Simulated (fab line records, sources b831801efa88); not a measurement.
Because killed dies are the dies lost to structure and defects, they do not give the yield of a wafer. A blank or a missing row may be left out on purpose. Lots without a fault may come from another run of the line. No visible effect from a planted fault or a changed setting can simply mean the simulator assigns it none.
What tool caused it?	flow sky130	12 lots with 36 wafers sampled at 5 steps, on a route of 708 steps

## WHAT THE GAUGES SHOWED, per wafer
SKY_VT_ADJUST_LVTN_OVL_MEAS_07. Usual: VT_ADJUST_LVTN_OVL 0.4 nm, standard deviation 1.4.
lot	measured	on	VT_ADJUST_LVTN_OVL (nm)	flag
L339	day 7 02:52	overlay-01	0.6 -0.1 0.0	
L341	day 7 12:25	overlay-02	0.4 0.3 0.4	
L344	day 8 13:04	overlay-02	-0.4 -1.5 -0.3	
L345	day 8 23:47	overlay-02	-0.7 -1.5 -1.1	
L347	day 9 07:07	overlay-01	2.7 3.0 2.6	
L348	day 9 16:52	overlay-01	1.9 1.1 1.2	
L350	day 10 06:04	overlay-01	0.4 -0.4 1.3	
L354	day 11 01:07	overlay-02	2.0 0.5 2.2	
L355	day 11 07:58	overlay-01	1.4 -0.9 1.0	
L356	day 11 14:44	overlay-02	-4.1 -2.2 -2.0	
L360	day 13 03:07	overlay-02	-0.1 2.0 -1.2	
L361	day 13 13:53	overlay-02	-2.8 -2.9 -0.2	

SKY_VT_ADJUST_LVTN_TW_MEAS_10. Usual: VT_ADJUST_LVTN_TW 241.9, standard deviation 1.8.
lot	measured	on	VT_ADJUST_LVTN_TW	flag
L339	day 7 03:10	film-metro-01	239.9 239.9 239.4	
L341	day 7 12:42	film-metro-01	241.7 241.1 240.8	
L344	day 8 13:22	film-metro-02	242.9 241.2 241.6	
L345	day 9 00:05	film-metro-01	240.7 240.5 240.6	
L347	day 9 07:24	film-metro-02	241.5 241.1 240.6	
L348	day 9 17:10	film-metro-02	242.0 241.7 240.5	
L350	day 10 06:21	film-metro-03	243.6 243.0 244.9	
L354	day 11 01:24	film-metro-02	242.2 241.5 240.7	
L355	day 11 08:15	film-metro-01	242.3 242.1 241.2	
L356	day 11 15:02	film-metro-03	245.9 244.3 245.2	
L360	day 13 03:24	film-metro-03	243.2 243.0 243.8	
L361	day 13 14:11	film-metro-03	243.4 242.1 242.9	

SKY_SONOS_TUNNEL_TW_MEAS_12. Usual: SONOS_TUNNEL_TW 198.1, standard deviation 1.2.
lot	measured	on	SONOS_TUNNEL_TW	flag
L339	day 11 12:36	film-metro-02	197.0 197.3 196.8	
L341	day 12 01:11	film-metro-03	198.5 198.7 197.6	
L344	day 13 10:47	film-metro-03	198.4 198.8 199.4	
L345	day 13 23:02	film-metro-01	198.7 198.9 197.7	
L347	day 14 08:59	film-metro-01	199.2 199.6 198.9	
L348	day 14 20:20	film-metro-02	198.8 197.1 197.9	
L350	day 15 13:16	film-metro-01	197.9 198.5 199.1	
L354	day 16 12:05	film-metro-01	30.1 30.2 30.2 30.2 30.1 30.0	OFF
L355	day 16 21:47	film-metro-03	30.0 29.9 29.9 29.8 30.1 29.9	OFF
L356	day 17 05:43	film-metro-03	200.4 201.2 199.1	
L360	day 19 01:50	film-metro-03	199.6 198.2 198.1	
L361	day 19 15:00	film-metro-02	196.4 196.6 197.7	

## EACH LOT AND THE TOOL THAT RAN IT (in order: tool; ch and the chambers of the sampled wafers; start)
lot	SKY_VT_ADJUST_LVTN_STRIP_09	SKY_VT_ADJUST_PCH_STRIP_09
L339	plasma-asher-04 ch 0,1, day 7 03:03	plasma-asher-03 ch 0,1, day 10 12:59
L341	plasma-asher-04 ch 0,1, day 7 12:36	plasma-asher-04 ch 0,1, day 11 01:19
L344	plasma-asher-01 ch 0,1, day 8 13:15	plasma-asher-03 ch 0,1, day 12 08:36
L345	plasma-asher-03 ch 0,1, day 8 23:59	plasma-asher-02 ch 0,1, day 12 20:17
L347	plasma-asher-04 ch 1, day 9 07:18	plasma-asher-02 ch 0,1, day 13 05:42
L348	plasma-asher-04 ch 0,1, day 9 17:04	plasma-asher-04 ch 0,1, day 13 17:30
L350	plasma-asher-04 ch 0, day 10 06:15	plasma-asher-04 ch 0,1, day 14 09:36
L354	plasma-asher-03 ch 0,1, day 11 01:18	plasma-asher-04 ch 0,1, day 15 07:05
L355	plasma-asher-04 ch 0,1, day 11 08:09	plasma-asher-04 ch 0,1, day 15 17:04
L356	plasma-asher-04 ch 0,1, day 11 14:56	plasma-asher-02 ch 0,1, day 16 00:59
L360	plasma-asher-04 ch 1, day 13 03:18	plasma-asher-03 ch 0,1, day 17 18:49
L361	plasma-asher-01 ch 0,1, day 13 14:05	plasma-asher-02 ch 0,1, day 18 07:17
- SKY_VT_ADJUST_LVTN_STRIP_09: strips in O2/N2.
- SKY_VT_ADJUST_PCH_STRIP_09: strips in O2/N2.

## AS READ BY THE TOOLS THEMSELVES (means over the sampled wafers that have a number; for cases with no such wafer, the mark the record gives instead)
SKY_VT_ADJUST_LVTN_STRIP_09. Usual: chamber-pressure-mTorr 1500.0 mTorr, standard deviation 1.5; drypump-motor-current-A 5.2 A, standard deviation 0.35; o2-flow-sccm 2999 sccm, standard deviation 9.3; oes-product-au 0.723 a.u., standard deviation 0.0043; strip-time-to-endpoint-s 37.02 s, standard deviation 0.12.
lot	tool	chamber-pressure-mTorr (mTorr)	drypump-motor-current-A (A)	o2-flow-sccm (sccm)	oes-product-au (a.u.)	strip-time-to-endpoint-s (s)	flag
L339	plasma-asher-04	1499.9	5.0	2998	0.722	37.06	
L341	plasma-asher-04	1500.6	5.0	3007	0.721	36.91	
L344	plasma-asher-01	1498.9	5.0	2989	0.721	37.27	
L345	plasma-asher-03	1499.4	5.3	3001	0.725	37.19	
L347	plasma-asher-04	1500.8	5.2	2997	0.722	36.93	
L348	plasma-asher-04	1499.5	5.1	2985	0.722	36.91	
L350	plasma-asher-04	1498.5	4.9	3001	0.720	37.03	
L354	plasma-asher-03	1500.7	5.3	3006	0.727	37.12	
L355	plasma-asher-04	1501.7	5.0	3004	0.723	37.04	
L356	plasma-asher-04	1500.6	5.0	3011	0.720	37.00	
L360	plasma-asher-04	1498.9	5.2	2996	0.723	36.99	
L361	plasma-asher-01	1498.7	5.1	2996	0.718	37.09	

SKY_VT_ADJUST_PCH_STRIP_09. Usual: chamber-pressure-mTorr 1500.0 mTorr, standard deviation 1.4; drypump-motor-current-A 5.22 A, standard deviation 0.17; o2-flow-sccm 3000 sccm, standard deviation 9; oes-product-au 0.722 a.u., standard deviation 0.0046; strip-time-to-endpoint-s 36.93 s, standard deviation 0.11.
lot	tool	chamber-pressure-mTorr (mTorr)	drypump-motor-current-A (A)	o2-flow-sccm (sccm)	oes-product-au (a.u.)	strip-time-to-endpoint-s (s)	flag
L339	plasma-asher-03	1500.3	5.33	3002	0.723	37.03	
L341	plasma-asher-04	1499.0	5.00	3010	0.717	36.74	
L344	plasma-asher-03	1500.4	5.32	2991	0.722	37.01	
L345	plasma-asher-02	1499.4	5.16	3004	0.722	36.99	
L347	plasma-asher-02	1499.7	5.28	3005	0.722	36.87	
L348	plasma-asher-04	1500.7	5.10	3011	0.721	37.03	
L350	plasma-asher-04	1500.1	5.01	3002	0.724	37.00	
L354	plasma-asher-04	-	-	-	-	-	OFF
L355	plasma-asher-04	-	-	-	-	-	OFF
L356	plasma-asher-02	1499.5	5.19	3000	0.722	36.97	
L360	plasma-asher-03	1500.4	5.31	2999	0.727	36.89	
L361	plasma-asher-02	1500.1	5.18	3005	0.723	37.03	

## THE ANSWER, worked out from the rows above alone
Rule: lot off if the mean of its wafers having a number is beyond 3 standard deviations from the usual mean. A lot without any number at a reading at which 4 lots or more have one is off too. The other lots that the step has rows for count as sound. After the gauges, taken in route order, come the tools' own readings; for these a lot's mean is taken, as printed above. At the first step where some lot is off, the reading lying furthest off is the one used; lots without a number count as furthest.
Off: at SKY_SONOS_TUNNEL_TW_MEAS_12 (SONOS_TUNNEL_TW), L354, L355.
A tool fits if, at a process step before that reading, it ran every lot that is off, and no sound lot after the first of them. Not tried: the gauges at SKY_SONOS_TUNNEL_TW_MEAS_12; whatever is off there is also off at SKY_VT_ADJUST_PCH_STRIP_09, on other tools, and gauge error can't account for it. One candidate fits, namely plasma-asher-04 at SKY_VT_ADJUST_PCH_STRIP_09. A fault onset in the window from L350 (day 14 09:36, its last sound lot) to L354 (day 15 07:05, its first lot off) fits.
Blank at SKY_VT_ADJUST_PCH_STRIP_09 on the lots that are off, where sound lots have numbers: chamber-pressure-mTorr, drypump-motor-current-A, o2-flow-sccm, oes-product-au, strip-time-to-endpoint-s.

## WHAT HAD BEEN PUT IN BY THE SIMULATOR
Entire step skipped (plasma-asher-04, SKY_VT_ADJUST_PCH_STRIP_09), from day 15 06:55 onward. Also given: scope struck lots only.
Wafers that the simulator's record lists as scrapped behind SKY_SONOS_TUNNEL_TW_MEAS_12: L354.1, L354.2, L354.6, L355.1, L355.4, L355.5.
Shown lots that were struck: L354, L355. The same result came from the rule above.
